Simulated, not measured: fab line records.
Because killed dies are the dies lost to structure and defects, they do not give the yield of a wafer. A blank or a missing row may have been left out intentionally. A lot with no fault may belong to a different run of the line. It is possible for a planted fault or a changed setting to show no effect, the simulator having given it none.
Comparing a struck lot with a sound one -- flow sky130 -- 15 steps out of a route of 708
Sound: the wafers L205.2, L205.3, L205.5. Struck: wafer L221.2. (L221.1, L221.4 of the same lot were not struck and are left out.) The cause comes at the end.
For every step that has rows: the tool of each side, followed by ch and its chambers, followed by its first start. Under that, the readings that differ: sound wafers -- struck wafers -- difference of the means -- sigmas: that difference in standard deviations of wafers without a fault.
alike: readings with means less than 2 such deviations apart, plus words and numbers identical on both sides. not compared: withheld readings, readings lacking a value on some wafer, bounds such as >300 that could conceal the same value, and numbers that have no deviation in the record and whose values overlap.
A row with sigmas, a row that says differs or no value, or rows on one side alone: a step with any of these is where the two part. Numbers that don't overlap but have no deviation are shown without sigmas and don't part them. A reading missing from all wafers of one side parts the sides only when that side holds two or more wafers.

first, 4 steps without rows for these wafers: SKY_VIA2_STRIP_16 (strips in O2/N2); SKY_VIA2_STRIP_17 (strips in post etch residue remover, time 1200 s); SKY_VIA2_CLEAN_18 (cleans in IPA, time 180 s); SKY_VIA2_CLEAN_19 (cleans in O3/DIW).
SKY_VIA2_SPUTTER_20: material TiN, target thk 20 nm, time 80 s.
  sound on pvd_sputter-03, day 37 18:37; struck on pvd_sputter-01, day 42 02:29
  alike: throttle_valve_pct
SKY_VIA2_CVD_21: deposits W, target thk 420 nm, time 126.4 s.
  sound on cvd_w-01 ch 0, day 37 18:41; struck on cvd_w-01 ch 0, day 42 02:32
  alike: heater_power_outer_w, heater_power_w
SKY_VIA2_RS_MEAS_22: a four-point-probe measurement.
  sound on film_metro-01, day 37 18:50; struck on film_metro-01, day 42 02:40
  alike: VIA2_W_RS
SKY_VIA2_THK_MEAS_23: measures by xrf.
  sound on film_metro-01, day 37 18:56; struck on film_metro-01, day 42 02:47
  alike: VIA2_W_THK
SKY_VIA2_CMP_24: polishes, stops on SiO2, t overpolish 20 s, target thk 0 nm.
  sound on cmp-02 ch 1,2,3, day 37 19:05; struck on cmp-01 ch 1, day 42 02:51
  alike: motor_current_A, overpolish_run_s, time_to_endpoint_s
SKY_METAL3_SPUTTER_00: material Ti, target thk 15 nm, time 10 s.
  sound on pvd_sputter-01, day 37 19:17; struck on pvd_sputter-03, day 42 03:09
  alike: throttle_valve_pct
then, 1 step without rows for these wafers: SKY_METAL3_SPUTTER_01 (material TiN, target thk 20 nm, time 16.7 s).
SKY_METAL3_SPUTTER_02: material AlCu, target thk 735 nm, time 39.1 s.
  sound on pvd_sputter-01, day 37 19:20; struck on pvd_sputter-03, day 42 03:12
reading,sound,struck,difference,sigmas
throttle_valve_pct (%),30.9 30.3 29.9,28.3,-2.1,-2
SKY_METAL3_SPUTTER_03: material Ti, target thk 5 nm, time 3.3 s.
  sound on pvd_sputter-01, day 37 19:23; struck on pvd_sputter-03, day 42 03:14
reading,sound,struck,difference,sigmas
model.Ti_of_METAL3_SPUTTER_03.thk_nm (nm),5.113 5.146 5.157,5.466,+0.327,
  alike: throttle_valve_pct
then, 1 step without rows for these wafers: SKY_METAL3_SPUTTER_04 (material TiN, target thk 70 nm, time 58.3 s).
-- the record jumps here: 8 days lie between the struck wafers' starts before and after (it left off in module METAL3 and takes up again in module PAD_OPEN, whose first step shown is number 708 of the route) --
SKY_PAD_OPEN_PROBE_99:
  sound on prober-02, day 46 23:14; struck on prober-02, day 50 07:23
  alike: defect_limited_yield, killed_at_M0_to_M3, killed_at_M4_up, killed_at_contacts, killed_at_front_end, killed_at_other, killed_dies, killed_on_rim, killed_open, killed_short, sort_bin_3_pad_short, sort_bin_5_function, sort_bin_6_memory, sort_bin_8_speed, sort_n_pass, sort_yield_pct

WHERE THEY PART
Only at SKY_METAL3_SPUTTER_02, within this record. Later steps at which nothing parts them and some readings are alike: SKY_METAL3_SPUTTER_03, SKY_PAD_OPEN_PROBE_99.

WHY: what the simulator had put in
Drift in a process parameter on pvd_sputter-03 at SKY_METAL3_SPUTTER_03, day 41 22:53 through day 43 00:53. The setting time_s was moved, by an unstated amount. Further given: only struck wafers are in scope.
